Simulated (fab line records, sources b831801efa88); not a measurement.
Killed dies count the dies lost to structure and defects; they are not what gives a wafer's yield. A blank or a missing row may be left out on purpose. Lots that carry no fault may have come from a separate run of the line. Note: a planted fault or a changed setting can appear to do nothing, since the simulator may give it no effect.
fab line records	flow sky130
record: lots: 15	wafers: 45	last-day: 50
route steps=708 shown DNWELL@37 PWDE@55 NWELL@68 SONOS_ONO@183 POLY_GATE@227 LDD_P@265
lots that met no fault: taken from a fault-free run of the same line
start-h: start of the lot's first displayed wafer, in hours after the record's first day	wait-h: hours from the lot's prior step to this one	" identical to the entry in the row above	L1.1+2: a single row standing in for several wafers	- either no value or no given start	* or withheld: withheld	< > ~ a bound
route shown NAME@n: a module of which the file shows steps, and the number in the route of the first	usual: mean/standard deviation taken from wafers without a fault	same: alike in all rows	chamber/n: place in a boat	sites: readings site by site	_std_site: their standard deviation	_edge_site: the outer-site mean with the inner-site mean subtracted	radius-mm: how far each site lies from the wafer's centre	mask NAME#n: copy n	behind: the last tool/chamber to shape the wafer	hold: reason for holding the lot/hours on hold/outcome of the hold	device: the transistor (n, p or np) that didn't switch	end of line: tests run on the same wafers once the route is complete	a step given without rows: its recipe and nothing more	killed: the dies lost at the first sort to structure and to defects; this is not the yield of the wafer	map: the dies of a wafer, with x for killed, . for not killed, _ for no die there
set.NAME: the setting the step ran with; set.NAME@STEP: the setting that earlier step ran with	model.NAME: the simulator's own value behind a step, which no gauge read
steps of the route over a sample of lots; a table a step, a row a wafer
services: the hour from which a tool's chamber was out of use, counted from the record's first day as start-h (under 0 if before that day), plus the number of hours and why
== steps ==
step: SKY_DNWELL_COAT_02
recipe: spin-rpm: 2000	resist-thk-nm: 3000
usual: chill-plate-temp-C: 22.98/0.11	dispense-pressure-kPa: 46/3.5
lot.wafer	tool	chamber	start-h	wait-h	chill-plate-temp-C	dispense-pressure-kPa
L692.1	litho-track-04	0	51.62	0.1	23.04	46
L692.3	"	0	"	"	22.79	46
L692.6	"	0	"	"	22.94	46
L693.1	litho-track-02	0	58.30	0.1	23.07	42
L693.2	"	0	"	"	22.91	42
L693.4	"	0	"	"	23.03	42
L695.2	litho-track-04	0	68.20	0.1	23.12	46
L695.3	"	0	"	"	22.96	46
L695.6	"	0	"	"	23.19	46
L696.1	litho-track-01	-	71.54	0.1	-	-
L696.3	"	-	"	"	-	-
L696.4	"	-	"	"	-	-
L697.1	litho-track-04	-	76.92	0.1	-	-
L697.4	"	-	"	"	-	-
L697.5	"	-	"	"	-	-
L698.1	litho-track-04	-	86.02	0.1	-	-
L698.2	"	-	"	"	-	-
L698.3	"	-	"	"	-	-
L700.1	litho-track-01	0	104.44	0.1	22.96	51
L700.3	"	0	"	"	23.03	51
L700.6	"	0	"	"	22.99	51
L703.1	litho-track-01	0	111.99	0.1	22.86	51
L703.3	"	0	"	"	23.00	51
L703.6	"	0	"	"	23.02	51
L706.1	litho-track-04	0	129.82	0.1	22.96	46
L706.2	"	0	"	"	22.87	46
L706.3	"	0	"	"	22.80	46
L707.2	litho-track-02	0	132.08	0.1	22.97	43
L707.4	"	0	"	"	22.79	42
L707.6	"	0	"	"	22.91	43
L710.4	litho-track-02	0	152.53	0.1	22.95	43
L710.5	"	0	"	"	23.06	43
L710.6	"	0	"	"	23.07	43
L711.3	litho-track-04	0	155.02	0.1	22.92	46
L711.4	"	0	"	"	23.01	46
L711.5	"	0	"	"	23.00	46
L712.1	litho-track-01	0	157.74	0.1	22.84	51
L712.3	"	0	"	"	23.05	51
L712.6	"	0	"	"	22.75	51
L713.4	litho-track-01	0	163.57	0.1	23.11	51
L713.5	"	0	"	"	23.13	51
L713.6	"	0	"	"	23.19	51
L714.1	litho-track-02	0	173.00	0.1	23.01	43
L714.4	"	0	"	"	23.10	43
L714.5	"	0	"	"	22.96	43
step: SKY_PWDE_TW_MEAS_10
usual: PWDE_TW: 373.2/2
lot.wafer	tool	chamber	start-h	wait-h	PWDE_TW
L692.1	film-metro-03	-	77.86	0.1	372.0
L692.3	"	-	"	"	374.8
L692.6	"	-	"	"	375.4
L693.1	film-metro-02	-	84.46	0.1	370.1
L693.2	"	-	"	"	369.0
L693.4	"	-	"	"	368.5
L695.2	film-metro-01	-	94.22	0.1	375.2
L695.3	"	-	"	"	376.9
L695.6	"	-	"	"	375.5
L696.1	film-metro-01	-	97.78	0.1	1135.2
L696.3	"	-	"	"	1138.2
L696.4	"	-	"	"	1130.1
L697.1	film-metro-03	-	103.36	0.1	1117.0
L697.4	"	-	"	"	1113.5
L697.5	"	-	"	"	1112.3
L698.1	film-metro-03	-	112.86	0.1	1122.7
L698.2	"	-	"	"	1119.5
L698.3	"	-	"	"	1124.0
L700.1	film-metro-02	-	133.86	0.1	371.6
L700.3	"	-	"	"	372.1
L700.6	"	-	"	"	371.8
L703.1	film-metro-01	-	140.96	0.1	370.6
L703.3	"	-	"	"	372.6
L703.6	"	-	"	"	374.9
L706.1	film-metro-03	-	159.03	0.1	373.3
L706.2	"	-	"	"	375.3
L706.3	"	-	"	"	373.5
L707.2	film-metro-02	-	162.24	0.1	370.5
L707.4	"	-	"	"	371.4
L707.6	"	-	"	"	370.4
L710.4	film-metro-03	-	183.51	0.1	372.9
L710.5	"	-	"	"	372.2
L710.6	"	-	"	"	371.2
L711.3	film-metro-03	-	186.85	0.1	372.7
L711.4	"	-	"	"	372.8
L711.5	"	-	"	"	374.6
L712.1	film-metro-03	-	189.36	0.1	371.1
L712.3	"	-	"	"	374.1
L712.6	"	-	"	"	371.9
L713.4	film-metro-03	-	195.74	0.1	372.8
L713.5	"	-	"	"	373.5
L713.6	"	-	"	"	373.7
L714.1	film-metro-02	-	205.53	0.1	372.3
L714.4	"	-	"	"	371.2
L714.5	"	-	"	"	369.4
step: SKY_NWELL_TW_MEAS_15
usual: NWELL_TW: 1819/10
lot.wafer	tool	chamber	start-h	wait-h	NWELL_TW
L692.1	film-metro-02	-	95.28	0.1	1807
L692.3	"	-	"	"	1793
L692.6	"	-	"	"	1809
L693.1	film-metro-03	-	101.99	0.1	1825
L693.2	"	-	"	"	1823
L693.4	"	-	"	"	1825
L695.2	film-metro-03	-	112.29	0.1	1824
L695.3	"	-	"	"	1819
L695.6	"	-	"	"	1815
L696.1	film-metro-03	-	116.38	0.1	1938
L696.3	"	-	"	"	1945
L696.4	"	-	"	"	1938
L697.1	film-metro-02	-	122.26	0.1	1941
L697.4	"	-	"	"	1940
L697.5	"	-	"	"	1926
L698.1	film-metro-02	-	132.68	0.1	1928
L698.2	"	-	"	"	1929
L698.3	"	-	"	"	1923
L700.1	film-metro-01	-	153.98	0.1	1826
L700.3	"	-	"	"	1831
L700.6	"	-	"	"	1824
L703.1	film-metro-03	-	161.64	0.1	1824
L703.3	"	-	"	"	1824
L703.6	"	-	"	"	1824
L706.1	film-metro-01	-	179.43	0.1	1826
L706.2	"	-	"	"	1834
L706.3	"	-	"	"	1831
L707.2	film-metro-03	-	182.87	0.1	1812
L707.4	"	-	"	"	1817
L707.6	"	-	"	"	1809
L710.4	film-metro-01	-	205.21	0.1	1827
L710.5	"	-	"	"	1819
L710.6	"	-	"	"	1831
L711.3	film-metro-02	-	209.15	0.1	1807
L711.4	"	-	"	"	1804
L711.5	"	-	"	"	1802
L712.1	film-metro-01	-	211.86	0.1	1823
L712.3	"	-	"	"	1824
L712.6	"	-	"	"	1825
L713.4	film-metro-03	-	218.46	0.1	1834
L713.5	"	-	"	"	1824
L713.6	"	-	"	"	1821
L714.1	film-metro-01	-	228.33	0.1	1822
L714.4	"	-	"	"	1812
L714.5	"	-	"	"	1823
step: SKY_NWELL_TW_MEAS_26
usual: NWELL_2_TW: 496.1/2.3
lot.wafer	tool	chamber	start-h	wait-h	NWELL_2_TW
L692.1	film-metro-02	-	113.21	0.1	496.4
L692.3	"	-	"	"	496.8
L692.6	"	-	"	"	495.9
L693.1	film-metro-03	-	120.13	0.1	494.2
L693.2	"	-	"	"	497.9
L693.4	"	-	"	"	493.9
L695.2	film-metro-02	-	131.44	0.1	491.7
L695.3	"	-	"	"	494.5
L695.6	"	-	"	"	492.8
L696.1	film-metro-01	-	135.33	0.1	1147.1
L696.3	"	-	"	"	1139.9
L696.4	"	-	"	"	1142.3
L697.1	film-metro-02	-	141.24	0.1	1121.8
L697.4	"	-	"	"	1128.6
L697.5	"	-	"	"	1135.4
L698.1	film-metro-01	-	152.68	0.1	1153.5
L698.2	"	-	"	"	1148.0
L698.3	"	-	"	"	1149.5
L700.1	film-metro-01	-	174.81	0.1	499.5
L700.3	"	-	"	"	498.9
L700.6	"	-	"	"	499.3
L703.1	film-metro-01	-	181.39	0.1	494.8
L703.3	"	-	"	"	497.3
L703.6	"	-	"	"	497.5
L706.1	film-metro-01	-	201.43	0.1	500.1
L706.2	"	-	"	"	500.1
L706.3	"	-	"	"	496.5
L707.2	film-metro-03	-	204.57	0.1	495.6
L707.4	"	-	"	"	493.4
L707.6	"	-	"	"	492.7
L710.4	film-metro-01	-	227.41	0.1	496.6
L710.5	"	-	"	"	496.4
L710.6	"	-	"	"	495.2
L711.3	film-metro-02	-	231.33	0.1	496.8
L711.4	"	-	"	"	495.2
L711.5	"	-	"	"	496.4
L712.1	film-metro-03	-	234.69	0.1	498.1
L712.3	"	-	"	"	498.2
L712.6	"	-	"	"	495.4
L713.4	film-metro-01	-	241.51	0.1	491.6
L713.5	"	-	"	"	494.1
L713.6	"	-	"	"	491.5
L714.1	film-metro-01	-	251.89	0.1	496.6
L714.4	"	-	"	"	491.9
L714.5	"	-	"	"	493.7
step: SKY_SONOS_ONO_ETCH_15
recipe: target-depth-nm: 19.52	chemistry: CHF3/O2	source-w: 600	bias-w: 200	pressure-mtorr: 40	chf3-flow-sccm: 50	O2_flow_sccm: 5	time-s: 7.8
usual: bias-w: 200.1/0.59	drypump-motor-current-A: 5.6/0.42	oes-product-au: 1.002/0.014	throttle-valve-pct: 8.826/0.01
lot.wafer	tool	chamber	start-h	wait-h	bias-w	drypump-motor-current-A	oes-product-au	rf-hours-counter-h	throttle-valve-pct
L692.1	rie-diel-02	2	293.88	0.0	199.8	5.1	1.033	85	8.830
L692.3	"	0	"	"	200.6	5.1	1.006	59	8.816
L692.6	"	3	"	"	200.0	5.3	1.012	-	8.825
L693.1	rie-diel-04	3	302.23	0.0	200.9	5.6	1.001	69	8.825
L693.2	"	1	"	"	199.7	6.1	1.020	102	8.843
L693.4	"	1	"	"	199.9	6.1	1.019	-	8.833
L695.2	rie-diel-02	2	317.05	0.0	199.7	5.1	1.020	85	8.820
L695.3	"	1	"	"	200.3	6.1	0.991	6	8.833
L695.6	"	3	"	"	199.2	5.3	0.999	-	8.840
L696.1	rie-diel-02	3	325.90	0.0	199.7	5.3	1.008	28	8.820
L696.3	"	2	"	"	199.5	5.1	1.011	85	8.844
L696.4	"	1	"	"	199.6	6.1	0.975	7	8.816
L697.1	rie-diel-04	3	331.15	0.0	199.8	5.5	0.992	70	8.827
L697.4	"	0	"	"	199.9	5.3	1.003	103	8.823
L697.5	"	2	"	"	200.6	5.6	0.989	-	8.839
L698.1	rie-diel-02	0	350.95	0.0	199.7	5.1	0.996	60	8.816
L698.2	"	1	"	"	199.5	6.1	0.992	7	8.829
L698.3	"	2	"	"	200.3	5.1	1.016	86	8.828
L700.1	rie-diel-04	3	377.25	0.0	200.7	5.6	1.001	70	8.832
L700.3	"	0	"	"	199.9	5.3	1.006	104	8.834
L700.6	"	3	"	"	199.4	5.6	1.006	-	8.822
L703.1	rie-diel-01	3	384.38	0.0	201.1	5.1	0.986	72	8.817
L703.3	"	0	"	"	199.1	6.1	0.991	0	8.839
L703.6	"	2	"	"	199.9	5.8	0.992	-	8.808
L706.1	rie-diel-02	0	411.33	0.0	200.7	5.1	0.980	61	8.812
L706.2	"	2	"	"	200.3	5.1	1.013	87	8.826
L706.3	"	3	"	"	200.2	5.3	1.003	30	8.827
L707.2	rie-diel-02	1	415.65	0.0	198.5	6.1	0.986	8	8.820
L707.4	"	3	"	"	200.2	5.3	1.004	30	8.848
L707.6	"	2	"	"	200.5	5.1	1.020	-	8.836
L710.4	rie-diel-02	3	443.93	0.0	200.2	5.3	0.999	30	8.820
L710.5	"	1	"	"	200.3	6.1	0.991	-	8.824
L710.6	"	2	"	"	200.1	5.1	1.013	-	8.815
L711.3	rie-diel-01	2	467.23	0.0	200.6	5.8	0.993	5	8.841
L711.4	"	3	"	"	198.6	5.0	0.994	73	8.817
L711.5	"	2	"	"	200.7	5.8	0.992	-	8.813
L713.4	rie-diel-02	2	467.49	0.0	199.9	5.1	1.016	-	8.832
L713.5	"	0	"	"	200.3	5.1	1.002	-	8.826
L713.6	"	1	"	"	201.2	6.1	0.998	-	8.825
L712.1	rie-diel-01	0	467.53	0.0	200.5	6.0	0.998	2	8.820
L712.3	"	1	"	"	200.5	6.2	1.022	5	8.831
L712.6	"	0	"	"	200.6	6.0	0.996	-	8.839
L714.1	rie-diel-04	0	476.75	0.0	199.2	5.3	0.975	0	8.817
L714.4	"	2	"	"	201.1	5.6	1.026	3	8.826
L714.5	"	1	"	"	199.3	6.1	1.023	-	8.838
step: SKY_POLY_GATE_CD_MEAS_13
recipe: target-cd-nm: 150
usual: cd-nm: 149.5/1.1
lot.wafer	tool	chamber	start-h	wait-h	cd-nm
L692.1	cd-sem-02	-	384.95	-	150.6
L692.3	"	-	"	"	150.8
L692.6	"	-	"	"	150.4
L693.1	cd-sem-01	-	392.37	-	150.8
L693.2	"	-	"	"	151.3
L693.4	"	-	"	"	150.1
L695.2	cd-sem-01	-	411.07	-	148.4
L695.3	"	-	"	"	148.3
L695.6	"	-	"	"	148.5
L696.1	cd-sem-02	-	423.27	-	149.3
L696.3	"	-	"	"	149.4
L696.4	"	-	"	"	149.8
L697.1	cd-sem-01	-	437.64	-	149.5
L697.4	"	-	"	"	149.1
L697.5	"	-	"	"	150.5
L698.1	cd-sem-01	-	447.00	-	150.7
L698.2	"	-	"	"	151.5
L698.3	"	-	"	"	151.7
L700.1	cd-sem-02	-	477.20	-	150.1
L700.3	"	-	"	"	150.2
L700.6	"	-	"	"	150.3
L703.1	cd-sem-02	-	485.99	-	150.5
L703.3	"	-	"	"	149.3
L703.6	"	-	"	"	150.5
L706.1	cd-sem-02	-	515.05	-	150.6
L706.2	"	-	"	"	149.9
L706.3	"	-	"	"	150.6
L707.2	cd-sem-01	-	516.37	-	149.2
L707.4	"	-	"	"	148.4
L707.6	"	-	"	"	149.6
L710.4	cd-sem-01	-	543.45	-	150.5
L710.5	"	-	"	"	150.1
L710.6	"	-	"	"	149.9
L712.1	cd-sem-02	-	567.14	-	148.3
L712.3	"	-	"	"	147.3
L712.6	"	-	"	"	148.2
L711.3	cd-sem-01	-	568.83	-	149.7
L711.4	"	-	"	"	150.1
L711.5	"	-	"	"	150.3
L713.4	cd-sem-02	-	570.00	-	148.3
L713.5	"	-	"	"	149.0
L713.6	"	-	"	"	150.5
L714.1	cd-sem-02	-	575.45	-	150.0
L714.4	"	-	"	"	149.0
L714.5	"	-	"	"	149.4
step: SKY_LDD_P_STRIP_10
recipe: chemistry: O2/N2	power-w: 1400	pressure-mtorr: 1500	platen-temp-c: withheld	o2-flow-sccm: 3000	n2-flow-sccm: 300	overash-fraction: 0.5
usual: drypump-motor-current-A: 5.7/0.38	oes-product-au: 0.715/0.0042	strip-time-to-endpoint-s: 14.17/0.037
lot.wafer	tool	chamber	start-h	wait-h	drypump-motor-current-A	oes-product-au	rf-hours-counter-h	strip-time-to-endpoint-s
L692.1	plasma-asher-03	1	450.20	0.1	5.8	0.707	2	14.17
L692.3	"	0	"	"	6.1	0.720	-	14.17
L692.6	"	1	"	"	5.9	0.712	-	14.15
L693.1	plasma-asher-03	0	457.60	0.1	6.0	0.706	3	14.19
L693.2	"	1	"	"	5.9	0.719	3	14.19
L693.4	"	1	"	"	5.8	0.712	-	14.15
L695.2	plasma-asher-03	0	477.80	0.1	6.1	0.711	5	14.16
L695.3	"	0	"	"	6.1	0.719	-	14.22
L695.6	"	0	"	"	6.1	0.713	-	14.16
L696.1	plasma-asher-01	0	492.78	0.1	5.9	0.717	36	14.19
L696.3	"	1	"	"	5.4	0.711	-	14.22
L696.4	"	0	"	"	6.0	0.714	-	14.25
L697.1	plasma-asher-03	1	504.83	0.1	5.9	0.725	7	14.20
L697.4	"	1	"	"	5.8	0.720	-	14.19
L697.5	"	1	"	"	5.8	0.707	-	14.21
L698.1	plasma-asher-01	1	513.15	0.1	5.5	0.713	38	14.18
L698.2	"	0	"	"	5.9	0.712	38	14.18
L698.3	"	1	"	"	5.5	0.711	-	14.17
L700.1	plasma-asher-04	1	543.18	0.1	4.9	0.718	73	14.18
L700.3	"	1	"	"	4.9	0.714	-	14.18
L700.6	"	1	"	"	4.9	0.712	-	14.19
L703.1	plasma-asher-04	0	550.38	0.1	6.1	0.722	74	14.08
L703.3	"	0	"	"	6.1	0.715	-	14.13
L703.6	"	0	"	"	6.1	0.709	-	14.13
L706.1	plasma-asher-04	0	579.00	0.1	6.1	0.716	77	14.19
L706.2	"	1	"	"	4.9	0.717	77	14.21
L706.3	"	1	"	"	4.9	0.711	-	14.18
L707.2	plasma-asher-01	1	581.48	0.1	5.5	0.721	44	14.14
L707.4	"	1	"	"	5.5	0.712	-	14.13
L707.6	"	1	"	"	5.5	0.718	-	14.14
L710.4	plasma-asher-03	0	608.06	0.1	6.1	0.713	-	14.14
L710.5	"	1	"	"	5.8	0.712	-	14.13
L710.6	"	0	"	"	6.1	0.717	-	14.09
L712.1	plasma-asher-04	0	630.20	0.1	6.1	0.708	82	14.13
L712.3	"	1	"	"	4.9	0.711	-	14.12
L712.6	"	1	"	"	4.9	0.709	-	14.13
L711.3	plasma-asher-04	1	631.63	0.1	4.9	0.714	-	14.22
L711.4	"	0	"	"	6.1	0.722	-	14.26
L711.5	"	1	"	"	4.9	0.714	-	14.19
L713.4	plasma-asher-01	0	632.24	0.1	6.0	0.714	-	14.21
L713.5	"	1	"	"	5.5	0.725	-	14.17
L713.6	"	0	"	"	6.0	0.717	-	14.20
L714.1	plasma-asher-01	1	638.65	0.1	5.4	0.717	49	14.13
L714.4	"	1	"	"	5.4	0.712	-	14.11
L714.5	"	0	"	"	6.0	0.707	-	14.14
== services ==
tool	chamber	start-h	hours	kind
plasma-asher-03	-	66.70	6.9	repair
plasma-asher-04	-	77.61	2.8	pm
rie-diel-02	2	104.07	1.4	repair
plasma-asher-01	-	108.75	9.0	pm
rie-diel-02	0	119.88	6.9	repair
rie-diel-02	-	152.81	28.1	pm
plasma-asher-03	-	158.96	5.2	repair
rie-diel-04	2	167.99	24.6	repair
plasma-asher-03	-	168.04	2.3	repair
rie-diel-04	0	171.28	2.0	repair
plasma-asher-03	-	171.45	10.7	repair
plasma-asher-04	-	177.59	1.6	repair
rie-diel-02	-	189.46	2.8	pm
rie-diel-04	1	192.61	5.2	repair
plasma-asher-01	-	205.00	3.7	repair
rie-diel-02	0	239.78	4.4	repair
plasma-asher-04	-	271.12	1.9	repair
rie-diel-02	3	338.93	2.5	repair
plasma-asher-01	-	394.69	12.0	repair
plasma-asher-03	-	421.25	9.0	pm
rie-diel-02	3	467.47	5.6	repair
rie-diel-02	2	483.10	5.0	repair
rie-diel-02	3	517.47	22.4	repair
plasma-asher-01	-	536.01	1.9	repair
== key ==
first-sign: step: SKY_DNWELL_COAT_02	reading: tool-record	direction: missing
effect: step: SKY_PWDE_TW_MEAS_10	reading: PWDE_TW	direction: up	sigmas: 99+	usual: 373.2	struck: 1123.6
effect: step: SKY_NWELL_TW_MEAS_15	reading: NWELL_TW	direction: up	sigmas: 11	usual: 1819	struck: 1934
effect: step: SKY_NWELL_TW_MEAS_26	reading: NWELL_2_TW	direction: up	sigmas: 99+	usual: 496.1	struck: 1140.7
met-at SKY_DNWELL_COAT_02
struck-lots L696,L697,L698
sort-left-out L696.1,L696.3,L696.4,L697.1,L697.4,L697.5,L698.1,L698.2,L698.3
tester-left-out L696,L697,L698
not-acting-at SKY_SONOS_ONO_ETCH_15,SKY_POLY_GATE_CD_MEAS_13,SKY_LDD_P_STRIP_10
onset-between 68.20 71.54
fault: kind: skipped-step-whole	tool: litho-track-01,litho-track-04	chamber: -	onset-h: 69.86	steps: SKY_DNWELL_COAT_02	scope: struck-lots-only
tester-left-out: of these lots the tester's yield and bins aren't shown, on N5 and GAA mostly nor the transistor test; their killed dies are dies lost to structure and defects alone, not to doping, threshold or leakage, so they don't give the yield
sort-left-out: the simulated sort isn't trusted on such a fault, so these wafers' sort isn't shown, and their yield isn't known
